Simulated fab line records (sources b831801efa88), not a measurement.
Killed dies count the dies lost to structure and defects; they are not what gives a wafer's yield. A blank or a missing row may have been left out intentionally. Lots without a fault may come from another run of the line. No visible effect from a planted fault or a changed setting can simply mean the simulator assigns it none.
Matching of chambers -- flow gf180mcu -- GF_V3_CVD_02 on pecvd-04: 3 sister chambers
The step deposits SiO2 from TEOS, target thk 850 nm, time 94.851 s. 20 wafers are shown with their chamber, then 10 later ones without.

WAFERS, EACH WITH ITS CHAMBER
wafer,chamber,heater-power-w (W)
L075.2,2,611
L075.3,1,564
L075.6,0,917
L076.1,2,581
L076.3,0,862
L076.5,1,645
L078.1,2,652
L078.2,1,636
L078.3,0,768
L078.4,0,859
L078.5,2,668
L078.6,1,646
L080.1,2,648
L080.5,2,539
L080.6,1,660
L082.2,0,787
L082.3,0,841
L082.4,1,637
L085.4,0,864
L085.5,2,648

SIGNATURES, as means of the wafers listed above
reading,chamber 0,chamber 1,chamber 2,scatter within a chamber
heater-power-w,842.57,631.33,621.00,44.8
Rule: a wafer's distance from a chamber is the root of the sum, over the readings, of the square of ((its reading less the chamber's mean) divided by the reading's scatter). If the next closest chamber is less than 2 further off than the closest, the wafer can't be placed; otherwise it belongs to the closest. The scatter: the root of (the sum of the squares of (reading less its chamber's mean) over the shown wafers, divided by (wafers less chambers)).

WAFERS WITHOUT THEIR CHAMBER
wafer,heater-power-w (W)
L085.6,658
L090.1,684
L090.2,571
L090.3,845
L090.4,906
L090.5,737
L090.6,589
L091.1,616
L091.5,892
L091.6,656

CHAMBER TAKEN BY EACH
wafer,from the rows above,in truth
L085.6,can't be placed: 1 or 2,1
L090.1,can't be placed: 1 or 2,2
L090.2,can't be placed: 2 or 1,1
L090.3,0,0
L090.4,0,0
L090.5,can't be placed: 0 or 1 or 2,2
L090.6,can't be placed: 2 or 1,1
L091.1,can't be placed: 2 or 1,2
L091.5,0,0
L091.6,can't be placed: 1 or 2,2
3 of 10 placed correctly. Cannot be placed on the basis of these rows: 7; the candidates contain the true chamber in 7. Number placed wrongly: 0.
